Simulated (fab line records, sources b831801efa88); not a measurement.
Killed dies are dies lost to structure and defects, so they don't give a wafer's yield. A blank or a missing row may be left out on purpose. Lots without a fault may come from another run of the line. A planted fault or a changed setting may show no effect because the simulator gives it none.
A struck lot beside a sound one | flow sky130 | 32 steps out of a route of 708
Sound: wafers L515.1, L515.4, L515.5. Struck: wafers L522.3, L522.4, L522.5. The cause comes at the end.
At each step with rows: each side's tool, then ch and its chambers, then its first start. Under that, the readings that differ: sound wafers | struck wafers | difference of the means | sigmas: that difference in standard deviations of wafers without a fault.
alike: readings whose means differ by less than 2 such deviations, and words and numbers that are the same on both sides. not compared: withheld readings, readings that some wafer has no value for, bounds like >300 that may hide the same value, and numbers for which the record gives no deviation and whose values overlap.
The two part at a step that has a row with sigmas, a row that says differs or no value, or rows on one side only. Numbers that don't overlap but have no deviation are shown without sigmas and don't part them. A reading that every wafer of one side lacks parts them only if that side has two wafers or more.

SKY_FIELD_ISO_BOW_MEAS_00:
  sound on film_metro-03, day 2 01:00; struck on film_metro-01, day 3 12:02
  alike: INCOMING_BOW
SKY_FIELD_ISO_OXIDATION_01: stabilise 600 s, purge 300 s, target thk 12 nm.
  sound on furnace-01 ch 0, day 2 01:07; struck on furnace-02 ch 0, day 3 12:07
  reading                   | sound          | struck         | difference | sigmas
  zone_power_centre_pct (%) | 19.7 19.7 20.1 | 15.4 15.8 15.4 | -4.3       | -2
  alike: tube_center_temp_C
SKY_FIELD_ISO_THK_MEAS_02:
  sound on film_metro-04, day 2 02:38; struck on film_metro-03, day 3 13:39
  alike: FIELD_ISO_OXIDATION_00_THK
then, 1 step without rows for these wafers: SKY_FIELD_ISO_CVD_03 (deposits Si3N4 from DCS/NH3, target thk 165 nm, time 2830 s).
SKY_FIELD_ISO_THK_MEAS_04:
  sound on film_metro-01, day 2 05:37; struck on film_metro-01, day 3 15:30
  alike: FIELD_ISO_CVD_03_THK
then, 8 steps without rows for these wafers: SKY_FIELD_ISO_DEHYDRATE_05 (time 60 s); SKY_FIELD_ISO_HMDS_06 (prime time 60 s); SKY_FIELD_ISO_COAT_07 (resist thk 60 nm); SKY_FIELD_ISO_COAT_08 (resist thk 450 nm); SKY_FIELD_ISO_SOFTBAKE_09 (time 90 s); SKY_FIELD_ISO_EXPOSE_10 (exposes mask FOM, target cd 150 nm); SKY_FIELD_ISO_PEB_11; SKY_FIELD_ISO_DEVELOP_12 (develop time 60 s).
SKY_FIELD_ISO_CD_MEAS_13: target cd 150 nm.
  sound on cd_sem-02, day 2 20:01; struck on cd_sem-02, day 4 07:34
  reading    | sound             | struck            | difference | sigmas
  cd_nm (nm) | 148.2 148.2 147.2 | 152.8 152.5 152.1 | +4.6       | +3
SKY_FIELD_ISO_ETCH_14: etches BARC in N2/H2, stops on SiO2, time 45.9 s, target depth 60 nm.
  sound on rie_diel-02 ch 0,1,2, day 2 20:08; struck on rie_diel-02 ch 0,2, day 4 07:38
  alike: drypump_motor_current_A, oes_product_au, throttle_valve_pct
  not compared: rf_hours_counter_h
SKY_FIELD_ISO_ETCH_15: etches the open film in CHF3/O2, stops on Si, target depth 180 nm, time 72 s.
  sound on rie_diel-02 ch 0,1,2, day 2 20:11; struck on rie_diel-02 ch 0,2, day 4 07:41
  alike: drypump_motor_current_A, oes_product_au, throttle_valve_pct
  not compared: rf_hours_counter_h
SKY_FIELD_ISO_STRIP_16: strips in O2/N2.
  sound on plasma_asher-03 ch 1, day 2 20:14; struck on plasma_asher-03 ch 0,1, day 4 07:46
  alike: drypump_motor_current_A, oes_product_au, strip_time_to_endpoint_s
  not compared: rf_hours_counter_h
SKY_FIELD_ISO_ETCH_17: etches Si in HBr/Cl2/O2, target depth 342 nm, time 97.7 s.
  sound on rie_si-02 ch 0,2, day 2 20:20; struck on rie_si-01 ch 0,2,3, day 4 07:50
  alike: drypump_motor_current_A, oes_product_au, throttle_valve_pct
  not compared: rf_hours_counter_h
then, 5 steps without rows for these wafers: SKY_FIELD_ISO_WET_ETCH_18 (etches Si3N4 in H3PO4, target depth 25 nm, time 286 s); SKY_FIELD_ISO_CLEAN_19 (cleans in SC1/SC2, time 150 s); SKY_FIELD_ISO_CLEAN_20 (cleans in dHF, time 20 s); SKY_FIELD_ISO_WET_ETCH_21 (etches SiO2 in dHF, target depth 20 nm, time 400 s); SKY_FIELD_ISO_OXIDATION_22 (stabilise 600 s, purge 300 s, target thk 10 nm).
SKY_FIELD_ISO_THK_MEAS_23:
  sound on film_metro-03, day 2 22:11; struck on film_metro-01, day 4 10:43
  alike: FIELD_ISO_OXIDATION_01_THK
then, 1 step without rows for these wafers: SKY_FIELD_ISO_CVD_24 (deposits SiO2, target thk 595 nm, time 99.2 s).
SKY_FIELD_ISO_THK_MEAS_25:
  sound on film_metro-03, day 2 22:19; struck on film_metro-01, day 4 10:51
  alike: FIELD_ISO_CVD_24_THK
then, 1 step without rows for these wafers: SKY_FIELD_ISO_ANNEAL_26 (time 1800 s).
SKY_FIELD_ISO_CMP_27: polishes, stops on Si3N4, t overpolish 16 s, target thk 457.8 nm.
  sound on cmp-01 ch 0,1,2, day 3 01:05; struck on cmp-01 ch 0,1,3, day 4 16:52
  alike: motor_current_A, overpolish_run_s, time_to_endpoint_s
then, 3 steps without rows for these wafers: SKY_FIELD_ISO_WET_ETCH_28 (etches SiO2 in dHF, target depth 23.7 nm, time 47 s); SKY_FIELD_ISO_WET_ETCH_29 (etches Si3N4 in H3PO4, target depth 160 nm, time 1825 s); SKY_FIELD_ISO_WET_ETCH_30 (etches SiO2 in dHF, target depth 25 nm, time 50 s).
-- the record jumps here: 44 days lie between the struck wafers' starts before and after (it left off in module FIELD_ISO and takes up again in module PAD_OPEN, whose first step shown is number 708 of the route) --
SKY_PAD_OPEN_PROBE_99:
  sound on prober-02, day 46 13:33; struck on prober-02, day 48 10:47
  reading             | sound    | struck      | difference | sigmas
  killed_at_front_end | 14 15 21 | 130 131 142 | +118       | +27
  killed_dies         | 89 82 89 | 198 202 209 | +116       | +13
  killed_on_rim       | 15 12 17 | 46 34 37    | +24        | +7
  alike: killed_at_M0_to_M3, killed_at_M4_up, killed_at_contacts, killed_at_other, killed_open, killed_short

WHERE THEY PART
First at SKY_FIELD_ISO_OXIDATION_01; last, within this record, at SKY_PAD_OPEN_PROBE_99.

WHY: what the simulator had put in
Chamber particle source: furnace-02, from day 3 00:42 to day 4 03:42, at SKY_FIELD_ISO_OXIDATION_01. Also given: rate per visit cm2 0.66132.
